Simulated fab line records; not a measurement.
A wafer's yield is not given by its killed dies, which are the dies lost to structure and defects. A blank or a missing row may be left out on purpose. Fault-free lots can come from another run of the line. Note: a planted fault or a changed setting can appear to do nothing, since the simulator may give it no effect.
Chamber matching	flow gf180mcu	GF_CONTACT_CMP_04 on cmp-01 has 4 sister chambers
The step polishes SiO2. 8 wafers are shown with their chamber, then 9 later ones without.

== WAFERS, EACH WITH ITS CHAMBER ==
wafer	chamber	motorCurrentA (A)
L501.5	3	12.9
L502.2	1	11.3
L511.2	3	12.7
L513.1	2	12.3
L513.5	0	11.9
L514.1	0	12.1
L514.2	1	11.5
L514.4	2	11.9

== WAFERS WITH NO CHAMBER GIVEN ==
wafer	motorCurrentA (A)
L516.1	11.7
L516.2	10.9
L516.6	12.3
L517.4	12.9
L517.5	11.2
L517.6	12.0
L518.2	12.8
L518.3	11.4
L518.5	12.5

== WHICH CHAMBER EACH ONE RAN IN ==
wafer	from the rows above	in truth
L516.1	can't be placed: 1 or 0 or 2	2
L516.2	1	1
L516.6	can't be placed: 2 or 0 or 3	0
L517.4	3	3
L517.5	1	1
L517.6	can't be placed: 0 or 2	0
L518.2	3	3
L518.3	1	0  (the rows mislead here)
L518.5	can't be placed: 3 or 2 or 0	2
4 of 9 placed correctly. Unplaceable from these rows: 4, with the true chamber sitting among the candidates in 4. Placed wrongly: 1.
How it was worked out, from the rows above alone: a wafer's distance from a chamber is the root of the sum, over the readings, of the square of ((its reading less the chamber's mean) divided by the reading's scatter). The wafer belongs to the nearest chamber; if the next one is less than 2 further off, it can't be placed. The mean given for a chamber averages the wafers shown for that chamber. The scatter: the root of (the sum of the squares of (reading less its chamber's mean) over the shown wafers, divided by (wafers less chambers)).
